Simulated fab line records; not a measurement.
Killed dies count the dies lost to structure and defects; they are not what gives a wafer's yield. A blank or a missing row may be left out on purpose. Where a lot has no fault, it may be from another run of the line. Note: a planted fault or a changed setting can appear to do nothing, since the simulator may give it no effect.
Which tool is to blame? | flow sky130 | route of 708 steps, sampled at 1 step: 12 lots, 36 wafers

## WHAT THE GAUGES READ, wafer by wafer
SKY_FIELD_ISO_BOW_MEAS_00.
lot  | measured    | on           | INCOMING_BOW (um)
L075 | day 1 15:02 | filmMetro-04 | 4 0 1
L077 | day 2 01:00 | filmMetro-04 | -11 4 10
L079 | day 2 11:01 | filmMetro-03 | -12 6 -6
L081 | day 2 21:01 | filmMetro-03 | -6 1 -1
L083 | day 3 07:00 | filmMetro-04 | -4 9 -4
L085 | day 3 17:01 | filmMetro-02 | -3 -11 -16
L087 | day 4 03:01 | filmMetro-04 | 9 9 3
L089 | day 4 13:01 | filmMetro-02 | 1 -7 1
L091 | day 4 23:01 | filmMetro-02 | -8 5 -5
L093 | day 5 09:00 | filmMetro-02 | 4 -1 4
L095 | day 5 19:01 | filmMetro-03 | -6 -2 3
L097 | day 6 05:01 | filmMetro-02 | 15 5 0

## TOOL THAT RAN EACH LOT (tool first, then ch and the chambers of the sampled wafers, then the start)
Record: no process step prior to these readings.

## THE ANSWER, worked out from the rows above alone
Rule: what is usual is taken from the lots themselves. Put in order of their means at a reading, lots are off if they are a third of the lots or fewer, leave a main group of 4 or more, and stand apart from it by a gap of 3 or more times the standard deviation of the main group's means; of several such gaps the widest counts. A main group is skipped when, at the precision printed for the reading in the tables above, its means are all equal. Also off: a lot with no number at a reading for which 4 or more lots have one. Any other lot the step has rows for is counted as sound.
No lot is off on any of the readings shown, so nothing can be concluded from this.

## WHAT THE SIMULATOR HAD INSERTED
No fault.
